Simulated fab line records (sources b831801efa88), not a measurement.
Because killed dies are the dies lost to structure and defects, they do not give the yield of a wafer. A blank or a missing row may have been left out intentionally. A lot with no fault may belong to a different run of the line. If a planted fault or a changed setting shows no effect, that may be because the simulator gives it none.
Struck lot and sound lot, side by side / flow sfq-line / 26 out of 325 route steps
Sound: the wafers L678.1, L678.3, L678.6. Struck: wafer L684.2 (left out: L684.4, a lot-mate that was not struck); the cause follows at the end.
Order at every step that has rows: each side's tool, ch and its chambers, its first start. Under that, the readings that differ: sound wafers / struck wafers / difference of the means / sigmas: that difference in standard deviations of wafers without a fault.
alike: words and numbers the same on both sides, and readings whose means are apart by under 2 such deviations; not compared: readings that were withheld, readings missing a value for some wafer, numbers with overlapping values and no deviation given by the record, and bounds like >300 which may hide the same value.
A row with sigmas, a row that says differs or no value, or rows on one side alone: a step with any of these is where the two part. Numbers that don't overlap but have no deviation are shown without sigmas and don't part them. A reading that every wafer of one side lacks parts them only if that side has two wafers or more.

SFQ_L0_RS_MEAS_901: measures by four-point-probe.
  sound on film-metro-03, day 4 10:34; struck on film-metro-04, day 5 16:35
  alike: L0_MONX_KI_RS
SFQ_L0_THK_MEAS_902: measures by xrf.
  sound on film-metro-03, day 4 10:41; struck on film-metro-04, day 5 16:41
reading=L0_MONX_KI_THK (nm); sound=39.2 39.2 39.8; struck=38.0; difference=-1.4; sigmas=-3
then, 6 steps without rows for these wafers: SFQ_TRILAYER_L0_LITHO_COAT_010 (resist thk 62 nm); SFQ_TRILAYER_L0_LITHO_COAT_005 (resist thk 600 nm); SFQ_TRILAYER_L0_LITHO_SOFTBAKE_009; SFQ_TRILAYER_L0_LITHO_EXPOSE_006 (exposes mask L0, target cd 2000 nm); SFQ_TRILAYER_L0_LITHO_PEB_008 (peb time 60 s); SFQ_TRILAYER_L0_LITHO_DEVELOP_007 (time 60 s).
SFQ_TRILAYER_L0_BARC_OPEN_METAL_ETCH_010: etches BARC in O2, target depth 125 nm, time 41.7 s.
  sound on rie-metal-01 ch 0,1, day 5 02:50; struck on rie-metal-01 ch 0, day 6 07:38
  alike: chamber-pressure-mTorr, drypump-motor-current-A, oes-product-au
  not compared: rf-hours-counter-h
SFQ_TRILAYER_L0_ETCH_METAL_ETCH_008: etches MoNx KI in SF6/O2, stops on SiO2, target depth 50 nm, time 25 s.
  sound on rie-metal-01 ch 0,1, day 5 02:54; struck on rie-metal-01 ch 0, day 6 07:42
  alike: chamber-pressure-mTorr, drypump-motor-current-A, oes-product-au
  not compared: rf-hours-counter-h
SFQ_TRILAYER_L0_STRIP_STRIP_009: strips in O2.
  sound on rie-metal-01 ch 0,1, day 5 02:56; struck on rie-metal-01 ch 0, day 6 07:44
reading=chamber-pressure-mTorr (mTorr); sound=50.06 49.98 49.96; struck=50.10; difference=+0.10; sigmas=+2
  alike: drypump-motor-current-A, oes-product-au
  not compared: rf-hours-counter-h
then, 1 step without rows for these wafers: SFQ_TRILAYER_L0_STRIP_SOLV_CLEAN_010 (cleans in NMP, time 600 s).
SFQ_TRILAYER_L0_CAP_PECVD_011: deposits SiO2 from SiH4/N2O, time 13.333 s, target thk 60 nm.
  sound on pecvd-03 ch 0,1,2, day 5 03:43; struck on pecvd-02 ch 1, day 6 08:32
reading=model.SiO2_of_TRILAYER_L0_CAP_PECVD_011.thk-nm (nm); sound=60.79 60.74 60.69; struck=69.86; difference=+9.12; sigmas=
  alike: heater-power-w, throttle-valve-pct
then, 6 steps without rows for these wafers: SFQ_TRILAYER_L0_VIA_LITHO_COAT_018 (resist thk 62 nm); SFQ_TRILAYER_L0_VIA_LITHO_COAT_013 (resist thk 650 nm); SFQ_TRILAYER_L0_VIA_LITHO_SOFTBAKE_017; SFQ_TRILAYER_L0_VIA_LITHO_EXPOSE_014 (exposes mask L0V, target cd 700 nm); SFQ_TRILAYER_L0_VIA_LITHO_PEB_016 (peb time 60 s); SFQ_TRILAYER_L0_VIA_LITHO_DEVELOP_015 (time 60 s).
-- the record jumps here: 5 days lie between the struck wafers' starts before and after --
SFQ_L0V_OVL_MEAS_903:
  sound on overlay-02, day 10 02:49; struck on overlay-02, day 11 05:59
  alike: L0V_OVL
SFQ_TRILAYER_L0_VIA_BARC_OPEN_VIA_ETCH_021: etches BARC in O2, target depth 125 nm, time 41.7 s.
  sound on rie-diel-02 ch 2,3, day 10 02:52; struck on rie-diel-04 ch 0, day 11 06:01
  alike: chamber-pressure-mTorr, drypump-motor-current-A, oes-product-au
  not compared: rf-hours-counter-h
SFQ_TRILAYER_L0_VIA_ETCH_VIA_ETCH_016: etches SiO2 in CHF3, stops on MoNx KI, target depth 80 nm.
  sound on rie-diel-02 ch 2,3, day 10 02:54; struck on rie-diel-04 ch 0, day 11 06:02
reading=oes-product-au (a.u.); sound=0.842 0.848 0.858; struck=0.922; difference=+0.073; sigmas=+9
reading=model.L0V.feature-depth-nm (nm); sound=60.79 60.74 60.69; struck=69.86; difference=+9.12; sigmas=
reading=model.etch.depth-nm (nm); sound=60.79 60.74 60.69; struck=69.86; difference=+9.12; sigmas=
  alike: chamber-pressure-mTorr, drypump-motor-current-A
SFQ_TRILAYER_L0_VIA_STRIP_STRIP_017: strips in O2.
  sound on rie-metal-03 ch 0,1, day 10 02:56; struck on rie-metal-03 ch 1, day 11 06:17
  alike: chamber-pressure-mTorr, drypump-motor-current-A, oes-product-au
  not compared: rf-hours-counter-h
then, 1 step without rows for these wafers: SFQ_TRILAYER_L0_VIA_STRIP_SOLV_CLEAN_018 (cleans in NMP, time 600 s).
SFQ_TRILAYER_M0_DEP_PRE_CLEAN_020: time 15 s.
  sound on pvd-sputter-03, day 10 03:43; struck on pvd-sputter-03, day 11 07:28
reading=model.SiO2_of_TRILAYER_L0_CAP_PECVD_011.thk-nm (nm); sound=55.79 55.74 55.69; struck=64.86; difference=+9.12; sigmas=
then, 1 step without rows for these wafers: SFQ_TRILAYER_M0_DEP_SPUTTER_019 (material Nb, target thk 200 nm, time 133.3 s).

## WHERE THEY PART
Earliest at SFQ_L0_THK_MEAS_902; latest, in this record, at SFQ_TRILAYER_L0_VIA_ETCH_VIA_ETCH_016. Later steps at which nothing parts them and some readings are alike: SFQ_TRILAYER_L0_VIA_STRIP_STRIP_017.

WHY: what had been put in by the simulator
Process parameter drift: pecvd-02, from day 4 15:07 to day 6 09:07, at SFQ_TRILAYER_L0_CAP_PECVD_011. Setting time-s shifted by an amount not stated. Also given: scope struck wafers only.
